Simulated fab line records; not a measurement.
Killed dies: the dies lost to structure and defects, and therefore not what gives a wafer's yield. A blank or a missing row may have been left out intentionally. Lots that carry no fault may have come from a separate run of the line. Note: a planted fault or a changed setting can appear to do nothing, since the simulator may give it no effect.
fab line records	flow sky130
record: lots: 24	wafers: 72	last_day: 50
route steps=708 shown VIA1@470 METAL2@502 CAPM@551 VIA3@589 METAL4@630 METAL5@666
lots that met no fault: from a run of the same line without faults
start_h: start of the lot's first displayed wafer, in hours after the record's first day	wait_h: hours elapsed since this lot's preceding step	" identical to the entry in the row above	L1.1+2: one row covering several wafers at once	- no value, or no start given	* or withheld: withheld	< > ~ a bound
route shown NAME@n: a module of which the file shows steps, and the number in the route of the first	usual: mean/standard deviation of fault-free wafers	same: alike in all rows	chamber/n: place in a boat	sites: each site's reading	_std_site: the standard deviation of these	_edge_site: outer sites' mean less inner sites'	radius_mm: for every site, how far away it sits from the centre of the wafer	mask NAME#n: copy n	behind: tool/chamber where the wafer was last shaped	hold: reason for holding the lot/hours on hold/outcome of the hold	device: whichever transistor did not switch (one of n, p or np)	end of line: the tests these same wafers got at the end of their route	for a step that has no rows: nothing shown but its recipe	killed: the dies lost at the first sort to structure and to defects; this is not the yield of the wafer	map: per-die view of a wafer (x killed, . not killed, _ where there is no die)
set.NAME: the setting the step ran with; set.NAME@STEP: the setting that earlier step ran with	model.NAME: the simulator's own value behind a step, which no gauge read
steps of the route over a sample of lots; a table a step, a row a wafer
services: when a tool's chamber went out of use (start_h, in hours from the record's first day, below 0 if earlier), for how many hours, and the reason
== steps ==
step: SKY_VIA1_CD_MEAS_12
recipe: target_cd_nm: 150
usual: cd_nm: 149.2/1.6
lot.wafer	tool	chamber	start_h	wait_h	cd_nm
L074.1	cd_sem-01	-	786.49	-	148.9
L074.5	"	-	"	"	148.5
L074.6	"	-	"	"	146.8
L075.3	cd_sem-02	-	796.24	-	147.7
L075.5	"	-	"	"	149.7
L075.6	"	-	"	"	147.3
L076.1	cd_sem-01	-	802.79	-	150.7
L076.2	"	-	"	"	150.4
L076.4	"	-	"	"	149.6
L078.2	cd_sem-02	-	812.61	-	146.9
L078.3	"	-	"	"	147.4
L078.5	"	-	"	"	146.8
L077.1	cd_sem-01	-	813.55	-	147.3
L077.4	"	-	"	"	146.1
L077.6	"	-	"	"	147.3
L079.2	cd_sem-02	-	824.22	-	149.4
L079.3	"	-	"	"	147.6
L079.5	"	-	"	"	146.6
L080.1	cd_sem-02	-	837.28	-	149.1
L080.2	"	-	"	"	148.6
L080.6	"	-	"	"	148.6
L081.4	cd_sem-02	-	844.85	-	149.6
L081.5	"	-	"	"	148.3
L081.6	"	-	"	"	149.6
L083.1	cd_sem-01	-	858.00	-	149.1
L083.2	"	-	"	"	150.4
L083.4	"	-	"	"	148.0
L082.1	cd_sem-01	-	858.94	-	151.0
L082.4	"	-	"	"	150.6
L082.5	"	-	"	"	150.9
L085.2	cd_sem-02	-	870.76	-	149.1
L085.4	"	-	"	"	147.5
L085.5	"	-	"	"	147.0
L084.2	cd_sem-01	-	874.61	-	150.4
L084.4	"	-	"	"	149.7
L084.5	"	-	"	"	150.4
L086.2	cd_sem-02	-	878.02	-	147.9
L086.3	"	-	"	"	147.7
L086.5	"	-	"	"	148.8
L087.1	cd_sem-02	-	888.75	-	146.7
L087.4	"	-	"	"	147.3
L087.5	"	-	"	"	146.1
L088.2	cd_sem-02	-	900.51	-	147.6
L088.4	"	-	"	"	148.7
L088.5	"	-	"	"	148.7
L089.3	cd_sem-02	-	908.28	-	150.2
L089.4	"	-	"	"	150.0
L089.6	"	-	"	"	149.3
L090.3	cd_sem-02	-	912.38	-	151.5
L090.5	"	-	"	"	150.0
L090.6	"	-	"	"	147.9
L091.2	cd_sem-01	-	915.31	-	149.7
L091.4	"	-	"	"	149.8
L091.6	"	-	"	"	149.0
L092.1	cd_sem-02	-	925.60	-	148.8
L092.2	"	-	"	"	149.0
L092.4	"	-	"	"	149.8
L093.2	cd_sem-01	-	936.82	-	149.3
L093.4	"	-	"	"	150.6
L093.6	"	-	"	"	151.0
L094.4	cd_sem-02	-	942.97	-	152.5
L094.5	"	-	"	"	154.2
L094.6	"	-	"	"	152.1
L095.3	cd_sem-01	-	944.59	-	150.0
L095.5	"	-	"	"	151.1
L095.6	"	-	"	"	151.0
L096.3	cd_sem-02	-	951.23	-	149.6
L096.4	"	-	"	"	149.6
L096.5	"	-	"	"	148.5
L097.1	cd_sem-01	-	952.34	-	153.0
L097.2	"	-	"	"	150.7
L097.6	"	-	"	"	150.3
step: SKY_METAL2_METAL_ETCH_19
recipe: target_depth_a: 3600	stop_on: SiO2	over_etch_frac: 0.3	time_s: 78	chemistry: Cl2/BCl3	resist_sidewall_deg: 88	pressure_mtorr: 10	icp_w: 900	bias_w: 48.5	Cl2_flow_sccm: 60	bcl3_flow_sccm: 30
usual: drypump_motor_current_A: 5.5/0.41	oes_product_au: 0.854/0.0062	throttle_valve_pct: 22.265/0.0093
same: time_s: 78
lot.wafer	tool	chamber	start_h	wait_h	drypump_motor_current_A	oes_product_au	rf_hours_counter_h	throttle_valve_pct
L074.1	rie_metal-03	1	814.68	0.0	5.2	0.854	5	22.275
L074.5	"	1	"	"	5.2	0.847	-	22.250
L074.6	"	0	"	"	5.6	0.854	-	22.268
L075.3	rie_metal-04	0	824.19	0.1	5.7	0.857	-	22.265
L075.5	"	0	"	"	5.7	0.849	-	22.270
L075.6	"	1	"	"	6.3	0.856	-	22.268
L076.1	rie_metal-01	1	831.44	0.0	5.1	0.851	15	22.259
L076.2	"	0	"	"	5.6	0.850	12	22.277
L076.4	"	1	"	"	5.0	0.855	-	22.251
L078.2	rie_metal-04	1	840.38	0.0	6.3	0.847	6	22.266
L078.3	"	0	"	"	5.7	0.853	-	22.278
L078.5	"	0	"	"	5.7	0.860	-	22.256
L077.1	rie_metal-01	1	841.89	0.0	5.0	0.841	16	22.272
L077.4	"	0	"	"	5.6	0.846	-	22.270
L077.6	"	0	"	"	5.6	0.864	-	22.264
L079.2	rie_metal-03	0	852.74	0.0	5.6	0.844	16	22.260
L079.3	"	0	"	"	5.6	0.855	-	22.262
L079.5	"	0	"	"	5.6	0.855	-	22.265
L080.1	rie_metal-01	0	865.51	0.0	5.6	0.849	13	22.256
L080.2	"	1	"	"	5.0	0.843	16	22.263
L080.6	"	1	"	"	5.1	0.849	-	22.273
L081.4	rie_metal-04	1	872.41	0.1	6.3	0.846	-	22.268
L081.5	"	0	"	"	5.7	0.858	-	22.261
L081.6	"	1	"	"	6.3	0.857	-	22.266
L083.1	rie_metal-03	0	885.36	0.0	5.6	0.857	18	22.263
L083.2	"	1	"	"	5.1	0.861	9	22.271
L083.4	"	1	"	"	5.2	0.855	-	22.265
L082.1	rie_metal-04	0	886.04	0.0	5.7	0.858	4	22.281
L082.4	"	1	"	"	6.4	0.857	-	22.272
L082.5	"	0	"	"	5.7	0.850	-	22.273
L085.2	rie_metal-03	1	897.53	0.0	5.1	0.855	10	22.263
L085.4	"	1	"	"	5.2	0.859	-	22.270
L085.5	"	0	"	"	5.6	0.850	-	22.284
L084.2	rie_metal-03	1	901.69	0.0	5.2	0.866	10	22.261
L084.4	"	0	"	"	5.6	0.865	-	22.270
L084.5	"	1	"	"	5.2	0.848	-	22.254
L086.2	rie_metal-03	0	905.13	0.0	5.6	0.862	19	22.252
L086.3	"	0	"	"	5.6	0.856	-	22.269
L086.5	"	0	"	"	5.6	0.856	-	22.257
L087.1	rie_metal-03	1	916.66	0.0	5.2	0.850	11	22.270
L087.4	"	1	"	"	5.2	0.859	-	22.263
L087.5	"	0	"	"	5.6	0.860	-	22.276
L088.2	rie_metal-04	1	926.78	0.0	6.3	0.869	10	22.259
L088.4	"	0	"	"	5.7	0.867	-	22.259
L088.5	"	0	"	"	5.7	0.868	-	22.261
L089.3	rie_metal-01	1	935.19	0.1	5.1	0.844	-	22.272
L089.4	"	0	"	"	5.6	0.843	-	22.264
L089.6	"	0	"	"	5.6	0.846	-	22.264
L090.3	rie_metal-04	0	938.79	0.1	5.7	0.852	-	22.246
L090.5	"	1	"	"	6.3	0.850	-	22.285
L090.6	"	0	"	"	5.7	0.848	-	22.263
L091.2	rie_metal-03	1	942.21	0.1	5.2	0.862	-	22.260
L091.4	"	1	"	"	5.2	0.860	-	22.260
L091.6	"	1	"	"	5.2	0.853	-	22.257
L092.1	rie_metal-01	0	951.83	0.0	5.6	0.858	17	22.266
L092.2	"	1	"	"	5.0	0.849	2	22.263
L092.4	"	1	"	"	5.0	0.861	-	22.246
L093.2	rie_metal-03	0	963.16	0.0	5.7	0.858	1	22.278
L093.4	"	0	"	"	5.6	0.853	-	22.278
L093.6	"	1	"	"	5.2	0.853	-	22.284
L094.4	rie_metal-04	0	969.09	0.1	5.7	0.861	-	22.260
L094.5	"	1	"	"	6.3	0.857	-	22.269
L094.6	"	0	"	"	5.7	0.861	-	22.267
L095.3	rie_metal-01	0	971.34	0.1	5.6	0.848	-	22.274
L095.5	"	0	"	"	5.6	0.848	-	22.266
L095.6	"	1	"	"	5.1	0.855	-	22.274
L096.3	rie_metal-01	0	977.04	0.1	5.6	0.855	-	22.255
L096.4	"	1	"	"	5.0	0.859	-	22.253
L096.5	"	0	"	"	5.6	0.847	-	22.274
L097.1	rie_metal-01	0	978.28	0.0	5.6	0.847	18	22.263
L097.2	"	1	"	"	5.0	0.841	3	22.254
L097.6	"	0	"	"	5.6	0.851	-	22.254
step: SKY_CAPM_STRIP_14
recipe: chemistry: O2/N2	power_w: 1400	pressure_mtorr: 1500	platen_temp_c: withheld	o2_flow_sccm: 3000	n2_flow_sccm: 300	overash_fraction: 0.5
usual: drypump_motor_current_A: 5.6/0.66	oes_product_au: 0.711/0.0047	strip_time_to_endpoint_s: 12.62/0.041
lot.wafer	tool	chamber	start_h	wait_h	drypump_motor_current_A	oes_product_au	rf_hours_counter_h	strip_time_to_endpoint_s
L074.1	plasma_asher-03	1	870.48	0.1	4.9	0.714	43	12.64
L074.5	"	1	"	"	4.9	0.707	-	12.58
L074.6	"	0	"	"	6.2	0.720	-	12.58
L075.3	plasma_asher-03	1	879.99	0.1	4.9	0.715	-	12.59
L075.5	"	0	"	"	6.2	0.705	-	12.60
L075.6	"	1	"	"	4.9	0.708	-	12.53
L076.1	plasma_asher-02	0	885.83	0.1	6.4	0.716	15	12.59
L076.2	"	1	"	"	4.8	0.711	15	12.63
L076.4	"	1	"	"	4.8	0.713	-	12.62
L078.2	plasma_asher-02	1	894.40	0.1	4.9	0.707	16	12.61
L078.3	"	0	"	"	6.4	0.714	-	12.67
L078.5	"	0	"	"	6.4	0.715	-	12.67
L077.1	plasma_asher-01	1	897.18	0.1	5.8	0.708	105	12.64
L077.4	"	0	"	"	5.2	0.713	-	12.64
L077.6	"	0	"	"	5.2	0.711	-	12.65
L079.2	plasma_asher-01	0	907.28	0.1	5.2	0.714	106	12.55
L079.3	"	0	"	"	5.2	0.708	-	12.59
L079.5	"	1	"	"	5.8	0.713	-	12.58
L080.1	plasma_asher-03	1	918.75	0.1	4.9	0.712	48	12.64
L080.2	"	0	"	"	6.3	0.718	48	12.71
L080.6	"	1	"	"	4.9	0.706	-	12.64
L081.4	plasma_asher-02	0	926.36	0.1	6.4	0.702	-	12.64
L081.5	"	0	"	"	6.4	0.710	-	12.60
L081.6	"	1	"	"	4.9	0.705	-	12.62
L083.1	plasma_asher-03	1	937.82	0.1	4.9	0.707	50	12.69
L083.2	"	0	"	"	6.3	0.712	50	12.67
L083.4	"	0	"	"	6.3	0.707	-	12.74
L082.1	plasma_asher-02	1	939.82	0.1	4.8	0.710	20	12.63
L082.4	"	0	"	"	6.4	0.716	-	12.65
L082.5	"	0	"	"	6.4	0.713	-	12.64
L085.2	plasma_asher-01	1	950.15	0.1	5.8	0.706	110	12.61
L085.4	"	1	"	"	5.8	0.707	-	12.61
L085.5	"	1	"	"	5.8	0.713	-	12.61
L084.2	plasma_asher-01	1	954.53	0.1	5.8	0.718	111	12.59
L084.4	"	0	"	"	5.2	0.709	-	12.57
L084.5	"	0	"	"	5.2	0.715	-	12.62
L086.2	plasma_asher-02	0	956.82	0.1	6.4	0.708	22	12.61
L086.3	"	0	"	"	6.4	0.719	-	12.58
L086.5	"	0	"	"	6.4	0.711	-	12.56
L087.1	plasma_asher-02	1	967.78	0.1	4.9	0.703	23	12.58
L087.4	"	1	"	"	4.9	0.711	-	12.58
L087.5	"	1	"	"	4.8	0.717	-	12.59
L088.2	plasma_asher-03	0	977.62	0.1	6.3	0.715	54	12.63
L088.4	"	0	"	"	6.3	0.710	-	12.60
L088.5	"	1	"	"	4.9	0.704	-	12.55
L089.3	plasma_asher-01	0	986.50	0.1	5.2	0.705	-	12.62
L089.4	"	1	"	"	5.9	0.713	-	12.69
L089.6	"	0	"	"	5.2	0.704	-	12.63
L090.3	plasma_asher-01	0	989.04	0.1	5.2	0.714	-	12.57
L090.5	"	0	"	"	5.2	0.716	-	12.59
L090.6	"	1	"	"	5.8	0.718	-	12.55
L091.2	plasma_asher-02	1	992.65	0.1	4.9	0.713	25	12.59
L091.4	"	0	"	"	6.4	0.708	-	12.64
L091.6	"	1	"	"	4.9	0.720	-	12.64
L092.1	plasma_asher-03	0	1002.03	0.1	6.2	0.705	56	12.60
L092.2	"	1	"	"	4.9	0.711	56	12.63
L092.4	"	1	"	"	4.9	0.714	-	12.62
L093.2	plasma_asher-02	1	1013.42	0.1	4.9	0.710	27	12.67
L093.4	"	0	"	"	6.4	0.711	-	12.64
L093.6	"	1	"	"	4.9	0.709	-	12.68
L094.4	plasma_asher-02	0	1019.14	0.1	6.4	0.721	-	12.68
L094.5	"	0	"	"	6.4	0.715	-	12.56
L094.6	"	1	"	"	4.9	0.704	-	12.60
L095.3	plasma_asher-02	0	1020.90	0.1	6.4	0.706	-	12.68
L095.5	"	1	"	"	4.8	0.711	-	12.69
L095.6	"	0	"	"	6.4	0.715	-	12.64
L096.3	plasma_asher-02	1	1026.26	0.1	4.9	0.712	-	12.63
L096.4	"	0	"	"	6.4	0.709	-	12.61
L096.5	"	0	"	"	6.4	0.716	-	12.60
L097.1	plasma_asher-02	1	1027.33	0.1	4.9	0.716	28	12.63
L097.2	"	0	"	"	6.4	0.712	28	12.63
L097.6	"	0	"	"	6.4	0.720	-	12.61
step: SKY_VIA3_STRIP_16
recipe: chemistry: O2/N2	power_w: 1400	pressure_mtorr: 1500	platen_temp_c: withheld	o2_flow_sccm: 3000	n2_flow_sccm: 300	overash_fraction: 0.5
usual: drypump_motor_current_A: 5.6/0.56	oes_product_au: 0.401/0.0045	strip_time_to_endpoint_s: 4.121/0.021
lot.wafer	tool	chamber	start_h	wait_h	drypump_motor_current_A	oes_product_au	rf_hours_counter_h	strip_time_to_endpoint_s
L074.1	plasma_asher-03	0	923.15	0.0	6.3	0.398	48	4.174
L074.5	"	0	"	"	6.2	0.400	-	4.102
L074.6	"	1	"	"	4.9	0.406	-	4.125
L075.3	plasma_asher-04	0	932.71	0.1	5.6	0.406	-	4.107
L075.5	"	0	"	"	5.6	0.405	-	4.100
L075.6	"	1	"	"	5.8	0.397	-	4.103
L076.1	plasma_asher-03	1	938.19	0.0	4.9	0.397	50	4.114
L076.2	"	0	"	"	6.3	0.397	50	4.101
L076.4	"	0	"	"	6.3	0.406	-	4.123
L078.2	plasma_asher-03	0	946.54	0.0	6.3	0.411	51	4.176
L078.3	"	0	"	"	6.2	0.407	-	4.117
L078.5	"	1	"	"	4.9	0.408	-	4.115
L077.1	plasma_asher-02	1	948.92	0.0	4.8	0.402	21	4.156
L077.4	"	1	"	"	4.9	0.408	-	4.134
L077.6	"	0	"	"	6.4	0.395	-	4.118
L079.2	plasma_asher-02	1	959.50	0.0	4.8	0.405	22	4.150
L079.3	"	1	"	"	4.8	0.400	-	4.109
L079.5	"	0	"	"	6.4	0.404	-	4.142
L080.1	plasma_asher-04	1	971.39	0.0	5.8	0.396	82	4.131
L080.2	"	0	"	"	5.6	0.405	82	4.133
L080.6	"	1	"	"	5.9	0.399	-	4.087
L081.4	plasma_asher-03	0	977.18	0.1	6.3	0.406	-	4.141
L081.5	"	0	"	"	6.3	0.406	-	4.123
L081.6	"	1	"	"	4.9	0.400	-	4.117
L083.1	plasma_asher-02	0	988.85	0.0	6.5	0.395	25	4.113
L083.2	"	1	"	"	4.9	0.406	25	4.114
L083.4	"	0	"	"	6.4	0.409	-	4.118
L082.1	plasma_asher-04	1	989.42	0.0	5.8	0.403	84	4.088
L082.4	"	1	"	"	5.8	0.407	-	4.124
L082.5	"	1	"	"	5.8	0.397	-	4.097
L085.2	plasma_asher-04	1	1000.70	0.0	5.8	0.397	85	4.143
L085.4	"	0	"	"	5.6	0.405	-	4.117
L085.5	"	1	"	"	5.8	0.406	-	4.095
L084.2	plasma_asher-04	1	1003.72	0.0	5.8	0.400	85	4.134
L084.4	"	0	"	"	5.6	0.404	-	4.140
L084.5	"	0	"	"	5.6	0.398	-	4.106
L086.2	plasma_asher-02	1	1005.62	0.0	4.8	0.392	26	4.103
L086.3	"	0	"	"	6.4	0.402	-	4.121
L086.5	"	0	"	"	6.5	0.402	-	4.110
L087.1	plasma_asher-02	0	1016.64	0.0	6.4	0.400	27	4.096
L087.4	"	1	"	"	4.9	0.399	-	4.095
L087.5	"	0	"	"	6.4	0.398	-	4.129
L088.2	plasma_asher-04	0	1025.94	0.0	5.6	0.404	87	4.119
L088.4	"	1	"	"	5.9	0.400	-	4.139
L088.5	"	1	"	"	5.8	0.406	-	4.156
L089.3	plasma_asher-03	0	1034.81	0.1	6.3	0.398	-	4.173
L089.4	"	1	"	"	4.9	0.405	-	4.158
L089.6	"	0	"	"	6.3	0.410	-	4.169
L090.3	plasma_asher-03	1	1035.87	0.1	4.9	0.397	-	4.140
L090.5	"	1	"	"	4.9	0.399	-	4.087
L090.6	"	0	"	"	6.3	0.405	-	4.117
L091.2	plasma_asher-04	1	1040.67	0.0	5.8	0.398	89	4.138
L091.4	"	1	"	"	5.8	0.400	-	4.173
L091.6	"	1	"	"	5.8	0.401	-	4.139
L092.1	plasma_asher-04	1	1049.37	0.0	5.8	0.395	90	4.110
L092.2	"	0	"	"	5.5	0.399	90	4.105
L092.4	"	0	"	"	5.6	0.401	-	4.090
L093.2	plasma_asher-02	1	1059.92	0.0	4.9	0.400	32	4.130
L093.4	"	0	"	"	6.4	0.398	-	4.093
L093.6	"	1	"	"	4.8	0.399	-	4.101
L094.4	plasma_asher-04	1	1065.46	0.1	5.8	0.404	-	4.088
L094.5	"	0	"	"	5.6	0.399	-	4.121
L094.6	"	1	"	"	5.8	0.397	-	4.132
L095.3	plasma_asher-02	0	1066.82	0.1	6.4	0.403	-	4.136
L095.5	"	0	"	"	6.4	0.391	-	4.177
L095.6	"	1	"	"	4.9	0.389	-	4.152
L096.3	plasma_asher-04	0	1072.12	0.1	5.5	0.401	-	4.119
L096.4	"	1	"	"	5.9	0.399	-	4.125
L096.5	"	0	"	"	5.5	0.401	-	4.118
L097.1	plasma_asher-03	1	1073.62	0.0	4.9	0.403	63	4.102
L097.2	"	0	"	"	6.2	0.396	63	4.142
L097.6	"	1	"	"	4.9	0.412	-	4.178
step: SKY_METAL4_OVL_MEAS_14
usual: METAL4_OVL: 1/5.2
lot.wafer	tool	chamber	start_h	wait_h	METAL4_OVL[nm]
L074.1	overlay-01	-	973.36	0.1	1
L074.5	"	-	"	"	0
L074.6	"	-	"	"	2
L075.3	overlay-02	-	983.12	0.1	-6
L075.5	"	-	"	"	-12
L075.6	"	-	"	"	-2
L076.1	overlay-02	-	988.22	0.1	-5
L076.2	"	-	"	"	0
L076.4	"	-	"	"	0
L078.2	overlay-01	-	996.09	0.1	8
L078.3	"	-	"	"	7
L078.5	"	-	"	"	4
L077.1	overlay-01	-	999.53	0.1	1
L077.4	"	-	"	"	1
L077.6	"	-	"	"	-5
L079.2	overlay-01	-	1009.78	0.1	3
L079.3	"	-	"	"	3
L079.5	"	-	"	"	-4
L080.1	overlay-02	-	1021.21	0.1	-2
L080.2	"	-	"	"	4
L080.6	"	-	"	"	1
L081.4	overlay-02	-	1025.95	0.1	3
L081.5	"	-	"	"	-2
L081.6	"	-	"	"	-1
L083.1	overlay-01	-	1036.61	0.1	-5
L083.2	"	-	"	"	-2
L083.4	"	-	"	"	-1
L082.1	overlay-02	-	1037.72	0.1	14
L082.4	"	-	"	"	-1
L082.5	"	-	"	"	7
L085.2	overlay-01	-	1048.87	0.1	0
L085.4	"	-	"	"	4
L085.5	"	-	"	"	10
L084.2	overlay-02	-	1051.72	0.1	-4
L084.4	"	-	"	"	-1
L084.5	"	-	"	"	7
L086.2	overlay-01	-	1052.63	0.1	-10
L086.3	"	-	"	"	-3
L086.5	"	-	"	"	2
L087.1	overlay-01	-	1062.91	0.1	4
L087.4	"	-	"	"	2
L087.5	"	-	"	"	4
L088.2	overlay-01	-	1071.94	0.1	7
L088.4	"	-	"	"	1
L088.5	"	-	"	"	-2
L089.3	overlay-01	-	1080.27	0.1	7
L089.4	"	-	"	"	8
L089.6	"	-	"	"	5
L090.3	overlay-02	-	1081.44	0.1	-3
L090.5	"	-	"	"	0
L090.6	"	-	"	"	1
L091.2	overlay-02	-	1085.28	0.1	0
L091.4	"	-	"	"	4
L091.6	"	-	"	"	-2
L092.1	overlay-01	-	1093.58	0.1	7
L092.2	"	-	"	"	0
L092.4	"	-	"	"	2
L093.2	overlay-02	-	1102.68	0.1	7
L093.4	"	-	"	"	0
L093.6	"	-	"	"	3
L094.4	overlay-01	-	1107.74	0.1	13
L094.5	"	-	"	"	-1
L094.6	"	-	"	"	7
L095.3	overlay-02	-	1110.84	0.1	1
L095.5	"	-	"	"	1
L095.6	"	-	"	"	-3
L096.3	overlay-01	-	1114.25	0.1	2
L096.4	"	-	"	"	7
L096.5	"	-	"	"	-8
L097.1	overlay-01	-	1115.87	0.1	-2
L097.2	"	-	"	"	-6
L097.6	"	-	"	"	-3
step: SKY_METAL5_RS_MEAS_05
recipe: thk_meas_gauge: four-point-probe	reads: TiN_of_METAL5_SPUTTER_04+Ti_of_METAL5_SPUTTER_03+AlCu_of_METAL5_SPUTTER_02+TiN_of_METAL5_SPUTTER_01+Ti_of_METAL5_SPUTTER_00
usual: METAL5_ALCU_RS: 0.02706/0.00024
lot.wafer	tool	chamber	start_h	wait_h	METAL5_ALCU_RS[ohm/sq]
L074.1	film_metro-03	-	1000.05	0.0	0.0268
L074.5	"	-	"	"	0.02664
L074.6	"	-	"	"	0.02674
L075.3	film_metro-03	-	1009.33	0.1	0.02706
L075.5	"	-	"	"	0.02677
L075.6	"	-	"	"	0.02673
L076.1	film_metro-02	-	1013.76	0.0	0.02683
L076.2	"	-	"	"	0.02672
L076.4	"	-	"	"	0.02683
L078.2	film_metro-03	-	1022.46	0.0	0.02745
L078.3	"	-	"	"	0.02727
L078.5	"	-	"	"	0.02728
L077.1	film_metro-03	-	1025.69	0.0	0.02687
L077.4	"	-	"	"	0.02693
L077.6	"	-	"	"	0.02684
L079.2	film_metro-02	-	1035.25	0.0	0.02716
L079.3	"	-	"	"	0.02741
L079.5	"	-	"	"	0.02726
L080.1	film_metro-02	-	1046.30	0.0	0.02726
L080.2	"	-	"	"	0.02722
L080.6	"	-	"	"	0.02735
L081.4	film_metro-02	-	1051.45	0.1	0.02673
L081.5	"	-	"	"	0.02714
L081.6	"	-	"	"	0.02704
L083.1	film_metro-01	-	1061.06	0.0	0.0273
L083.2	"	-	"	"	0.02734
L083.4	"	-	"	"	0.02724
L082.1	film_metro-03	-	1061.80	0.0	0.02731
L082.4	"	-	"	"	0.02729
L082.5	"	-	"	"	0.02712
L085.2	film_metro-02	-	1074.24	0.0	0.02704
L085.4	"	-	"	"	0.02693
L085.5	"	-	"	"	0.02686
L084.2	film_metro-03	-	1076.17	0.0	0.02734
L084.4	"	-	"	"	0.02722
L084.5	"	-	"	"	0.02706
L086.2	film_metro-01	-	1077.08	0.0	0.0271
L086.3	"	-	"	"	0.02717
L086.5	"	-	"	"	0.02747
L087.1	film_metro-03	-	1086.10	0.0	0.02681
L087.4	"	-	"	"	0.02675
L087.5	"	-	"	"	0.02666
L088.2	film_metro-01	-	1095.31	0.0	0.02747
L088.4	"	-	"	"	0.02733
L088.5	"	-	"	"	0.02753
L089.3	film_metro-03	-	1103.63	0.1	0.02661
L089.4	"	-	"	"	0.02653
L089.6	"	-	"	"	0.02655
L090.3	film_metro-03	-	1105.20	0.1	0.02711
L090.5	"	-	"	"	0.02706
L090.6	"	-	"	"	0.02707
L091.2	film_metro-02	-	1108.75	0.0	0.02713
L091.4	"	-	"	"	0.0269
L091.6	"	-	"	"	0.02715
L092.1	film_metro-01	-	1116.48	0.0	0.02697
L092.2	"	-	"	"	0.02691
L092.4	"	-	"	"	0.02688
L093.2	film_metro-02	-	1125.39	0.0	0.02749
L093.4	"	-	"	"	0.02757
L093.6	"	-	"	"	0.02764
L094.4	film_metro-01	-	1130.09	0.1	0.02702
L094.5	"	-	"	"	0.02705
L094.6	"	-	"	"	0.02689
L095.3	film_metro-03	-	1133.03	0.1	0.02714
L095.5	"	-	"	"	0.02691
L095.6	"	-	"	"	0.02706
L096.3	film_metro-03	-	1136.15	0.1	0.02733
L096.4	"	-	"	"	0.02709
L096.5	"	-	"	"	0.02716
L097.1	film_metro-01	-	1137.91	0.0	0.02724
L097.2	"	-	"	"	0.02732
L097.6	"	-	"	"	0.02719
== services ==
tool	chamber	start_h	hours	kind
rie_metal-03	-	847.04	1.2	repair
rie_metal-01	1	895.65	-	clean
rie_metal-01	1	895.65	17.2	scheduled_down
rie_metal-01	1	895.65	17.2	vent_cycle
plasma_asher-01	-	913.59	1.3	repair
rie_metal-03	0	929.71	-	clean
rie_metal-03	0	929.71	13.7	scheduled_down
rie_metal-03	0	929.71	13.7	vent_cycle
rie_metal-01	-	955.08	14.6	pm
plasma_asher-03	-	967.94	1.1	repair
rie_metal-01	-	986.78	1.4	pm
plasma_asher-01	-	993.20	0.3	repair
plasma_asher-02	-	994.14	4.0	repair
rie_metal-03	0	1000.94	7.6	repair
plasma_asher-01	-	1017.04	1.1	repair
rie_metal-01	0	1024.11	7.4	repair
rie_metal-01	0	1036.26	-	clean
rie_metal-01	0	1036.26	24.2	scheduled_down
rie_metal-01	0	1036.26	24.2	vent_cycle
plasma_asher-03	-	1041.38	2.8	pm
plasma_asher-01	-	1055.25	9.0	pm
plasma_asher-01	0	1055.25	9.0	vent_cycle
plasma_asher-01	1	1055.25	9.0	vent_cycle
plasma_asher-02	-	1063.12	2.8	pm
== key ==
fault none
